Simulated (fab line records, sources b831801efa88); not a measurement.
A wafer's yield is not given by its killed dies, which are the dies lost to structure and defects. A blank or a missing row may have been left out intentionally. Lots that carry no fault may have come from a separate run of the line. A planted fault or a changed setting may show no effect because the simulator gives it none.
Chamber matching | flow sky130 | SKY_PAD_OPEN_ETCH_07 on rieDiel-01: 4 sister chambers
The step etches the open film in CF4/O2, stops on AlCu, target depth 725 nm, time 161.1 s. 16 wafers are shown with their chamber, then 8 later ones without.

## EACH WAFER AND ITS CHAMBER
wafer  | chamber | oesProductAu (a.u.) | throttleValvePct (%)
L080.3 | 2       | 0.972               | 5.967
L080.4 | 3       | 0.970               | 5.978
L080.5 | 2       | 0.980               | 5.959
L082.2 | 3       | 0.975               | 5.958
L082.4 | 1       | 0.987               | 5.965
L082.5 | 0       | 0.979               | 5.974
L087.2 | 0       | 0.967               | 5.956
L087.5 | 0       | 0.982               | 5.971
L087.6 | 1       | 0.977               | 5.964
L088.1 | 3       | 0.977               | 5.971
L088.2 | 1       | 0.975               | 5.956
L088.3 | 0       | 0.969               | 5.966
L088.4 | 2       | 0.981               | 5.963
L088.5 | 3       | 0.978               | 5.961
L088.6 | 0       | 0.981               | 5.970
L090.3 | 2       | 0.976               | 5.972

SIGNATURES (averages over the wafers above)
reading          | chamber 0 | chamber 1 | chamber 2 | chamber 3 | scatter within a chamber
oesProductAu     | 0.97560   | 0.97967   | 0.97725   | 0.97500   | 0.00556
throttleValvePct | 5.96740   | 5.96167   | 5.96525   | 5.96700   | 0.00702
Rule: a wafer lies at a distance from a chamber equal to the root of the sum of squares, over the readings, of (its reading less the chamber's mean, divided by the reading's scatter). If the next closest chamber is less than 2 further off than the closest, the wafer can't be placed; otherwise it belongs to the closest. How the scatter is found: for the shown wafers, subtract from each reading the mean of its chamber, square and add these, divide the total by (wafers less chambers), then take the root.

## WAFERS MISSING THEIR CHAMBER
wafer  | oesProductAu (a.u.) | throttleValvePct (%)
L090.4 | 0.977               | 5.983
L090.5 | 0.970               | 5.978
L095.2 | 0.970               | 5.948
L095.3 | 0.979               | 5.952
L095.5 | 0.977               | 5.968
L097.1 | 0.969               | 5.947
L097.4 | 0.975               | 5.948
L097.5 | 0.973               | 5.942

## CHAMBER TAKEN BY EACH
wafer  | from the rows above               | in truth
L090.4 | can't be placed: 0 or 3 or 2 or 1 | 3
L090.5 | can't be placed: 3 or 0 or 2 or 1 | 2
L095.2 | can't be placed: 1 or 2 or 3 or 0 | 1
L095.3 | can't be placed: 1 or 2 or 3 or 0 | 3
L095.5 | can't be placed: 0 or 3 or 2 or 1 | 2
L097.1 | can't be placed: 1 or 2 or 3 or 0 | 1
L097.4 | can't be placed: 1 or 2 or 3 or 0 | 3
L097.5 | can't be placed: 1 or 2 or 3 or 0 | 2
0 of 8 placed correctly. From these rows, 8 cannot be placed; in 8 the true chamber is one of the candidates. Number placed wrongly: 0.
